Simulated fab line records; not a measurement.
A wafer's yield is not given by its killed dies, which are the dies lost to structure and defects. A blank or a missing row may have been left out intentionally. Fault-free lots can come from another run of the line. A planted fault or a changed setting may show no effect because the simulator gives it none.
A lot that was struck, set against a sound lot + flow sky130 + 43 steps out of a route of 708
Sound: the wafers L795.1, L795.3, L795.5. Struck: wafers L806.2, L806.3, L806.4. Last of all comes the cause.
For every step that has rows: the tool of each side, followed by ch and its chambers, followed by its first start. Under that, the readings that differ: sound wafers + struck wafers + difference of the means + sigmas: that difference in standard deviations of wafers without a fault.
alike: a reading whose means differ by less than 2 such deviations, as well as words and numbers matching on both sides. not compared: withheld readings; readings where some wafer has no value; bounds like >300 that might hide an equal value; numbers whose values overlap and for which the record gives no deviation.
The two part at a step that has a row with sigmas, a row that says differs or no value, or rows on one side only. When numbers do not overlap yet have no deviation, they are printed without sigmas and do not part them. A reading missing from all wafers of one side parts the sides only when that side holds two or more wafers.

SKY_VT_ADJUST_NCORE_STRIP_10: strips in O2/N2.
  sound on plasmaAsher-01 ch 0, day 8 23:26; struck on plasmaAsher-02 ch 0,1, day 12 04:11
| reading                  | sound             | struck            | difference | sigmas |
|--------------------------|-------------------|-------------------|------------|--------|
| stripTimeToEndpointS (s) | 14.27 14.27 14.25 | 14.20 14.17 14.15 | -0.09      | -2     |
  alike: drypumpMotorCurrentA, oesProductAu
  not compared: rfHoursCounterH
SKY_VT_ADJUST_NCORE_TW_MEAS_11:
  sound: filmMetro-02 at day 8 23:32; struck: filmMetro-02 at day 12 04:18
  alike: VT_ADJUST_NCORE_TW
then, 7 steps without rows for these wafers: SKY_VT_ADJUST_HVTR_DEHYDRATE_00 (time 60 s); SKY_VT_ADJUST_HVTR_HMDS_01 (prime time 60 s); SKY_VT_ADJUST_HVTR_COAT_02 (resist thk 1140 nm); SKY_VT_ADJUST_HVTR_SOFTBAKE_03 (time 60 s); SKY_VT_ADJUST_HVTR_EXPOSE_04 (exposes mask HVTRM, target cd 380 nm); SKY_VT_ADJUST_HVTR_PEB_05; SKY_VT_ADJUST_HVTR_DEVELOP_06 (develop time 60 s).
SKY_VT_ADJUST_HVTR_CD_MEAS_07: target cd 380 nm.
  sound: cdSem-01 at day 9 20:25; struck: cdSem-02 at day 13 04:54
| reading   | sound             | struck            | difference | sigmas |
|-----------|-------------------|-------------------|------------|--------|
| cdNm (nm) | 384.4 385.8 382.1 | 380.2 379.9 378.9 | -4.4       | -2     |
SKY_VT_ADJUST_HVTR_OVL_MEAS_08:
  sound: overlay-01 at day 9 20:32; struck: overlay-01 at day 13 05:01
  alike: VT_ADJUST_HVTR_OVL
next, for these wafers, 1 step has no rows: SKY_VT_ADJUST_HVTR_IMPLANT_09.
SKY_VT_ADJUST_HVTR_STRIP_10: strips in O2/N2.
  sound on plasmaAsher-03 ch 0,1, day 9 20:43; struck on plasmaAsher-02 ch 0,1, day 13 05:11
  alike: drypumpMotorCurrentA, oesProductAu, stripTimeToEndpointS
  not compared: rfHoursCounterH
SKY_VT_ADJUST_HVTR_TW_MEAS_11:
  sound: filmMetro-02 at day 9 20:49; struck: filmMetro-01 at day 13 05:18
  alike: VT_ADJUST_HVTR_TW
then, 7 steps without rows for these wafers: SKY_VT_ADJUST_PCH_DEHYDRATE_00 (time 60 s); SKY_VT_ADJUST_PCH_HMDS_01 (prime time 60 s); SKY_VT_ADJUST_PCH_COAT_02 (resist thk 3000 nm); SKY_VT_ADJUST_PCH_SOFTBAKE_03; SKY_VT_ADJUST_PCH_EXPOSE_04 (exposes mask NWM, target cd 840 nm); SKY_VT_ADJUST_PCH_PEB_05; SKY_VT_ADJUST_PCH_DEVELOP_06 (develop time 60 s).
SKY_VT_ADJUST_PCH_OVL_MEAS_07:
  sound: overlay-01 at day 10 19:58; struck: overlay-02 at day 14 07:13
  alike: VT_ADJUST_PCH_OVL
next, for these wafers, 1 step has no rows: SKY_VT_ADJUST_PCH_IMPLANT_08.
SKY_VT_ADJUST_PCH_STRIP_09: strips in O2/N2.
  sound on plasmaAsher-01 ch 0,1, day 10 20:08; struck on plasmaAsher-03 ch 0,1, day 14 07:23
  alike: drypumpMotorCurrentA, oesProductAu, stripTimeToEndpointS
  not compared: rfHoursCounterH
SKY_VT_ADJUST_PCH_TW_MEAS_10:
  sound: filmMetro-03 at day 10 20:14; struck: filmMetro-02 at day 14 07:30
  alike: VT_ADJUST_PCH_TW
then, 7 steps without rows for these wafers: SKY_SONOS_TUNNEL_DEHYDRATE_00 (time 60 s); SKY_SONOS_TUNNEL_HMDS_01 (prime time 60 s); SKY_SONOS_TUNNEL_COAT_02 (resist thk 1140 nm); SKY_SONOS_TUNNEL_SOFTBAKE_03 (time 60 s); SKY_SONOS_TUNNEL_EXPOSE_04 (exposes mask TUNM, target cd 410 nm); SKY_SONOS_TUNNEL_PEB_05; SKY_SONOS_TUNNEL_DEVELOP_06 (develop time 60 s).
SKY_SONOS_TUNNEL_CD_MEAS_07: target cd 410 nm.
  sound: cdSem-02 at day 11 20:22; struck: cdSem-01 at day 15 09:44
  alike: cdNm
SKY_SONOS_TUNNEL_OVL_MEAS_08:
  sound: overlay-01 at day 11 20:29; struck: overlay-01 at day 15 09:50
| reading               | sound       | struck         | difference | sigmas |
|-----------------------|-------------|----------------|------------|--------|
| SONOS_TUNNEL_OVL (nm) | 1.8 2.0 1.8 | -1.1 -1.4 -2.2 | -3.4       | -2     |
then, 3 steps without rows for these wafers: SKY_SONOS_TUNNEL_IMPLANT_09; SKY_SONOS_TUNNEL_WET_ETCH_10 (etches SiO2 in dHF, target depth 14 nm, time 280 s); SKY_SONOS_TUNNEL_STRIP_11 (strips in SPM, time 600 s).
SKY_SONOS_TUNNEL_TW_MEAS_12:
  sound: filmMetro-04 at day 11 20:56; struck: filmMetro-01 at day 15 10:19
  alike: SONOS_TUNNEL_TW
then, 2 steps without rows for these wafers: SKY_SONOS_TUNNEL_CLEAN_13 (cleans in dHF, time 20 s); SKY_SONOS_ONO_OXIDATION_00 (stabilise 600 s, purge 300 s, target thk 2.6 nm).
SKY_SONOS_ONO_THK_MEAS_01:
  sound: filmMetro-04 at day 11 23:15; struck: filmMetro-02 at day 15 13:38
  alike: SONOS_ONO_OXIDATION_THK
then, 1 step without rows for these wafers: SKY_SONOS_ONO_CVD_02 (deposits Si3N4 from DCS/NH3, target thk 10.5 nm, time 180 s).
-- record jumps: 33 days separate the struck wafers' starts on either side; left off in module SONOS_ONO, taken up again in module PAD_OPEN, whose first shown step is the route's number 708 --
SKY_PAD_OPEN_PROBE_99:
  the record has rows for the struck wafers here (prober-01, day 49 00:41) and none for the sound ones

## WHERE THEY PART
At SKY_VT_ADJUST_NCORE_STRIP_10 first; at SKY_PAD_OPEN_PROBE_99 last (within this record only).

WHY: what the simulator had put in
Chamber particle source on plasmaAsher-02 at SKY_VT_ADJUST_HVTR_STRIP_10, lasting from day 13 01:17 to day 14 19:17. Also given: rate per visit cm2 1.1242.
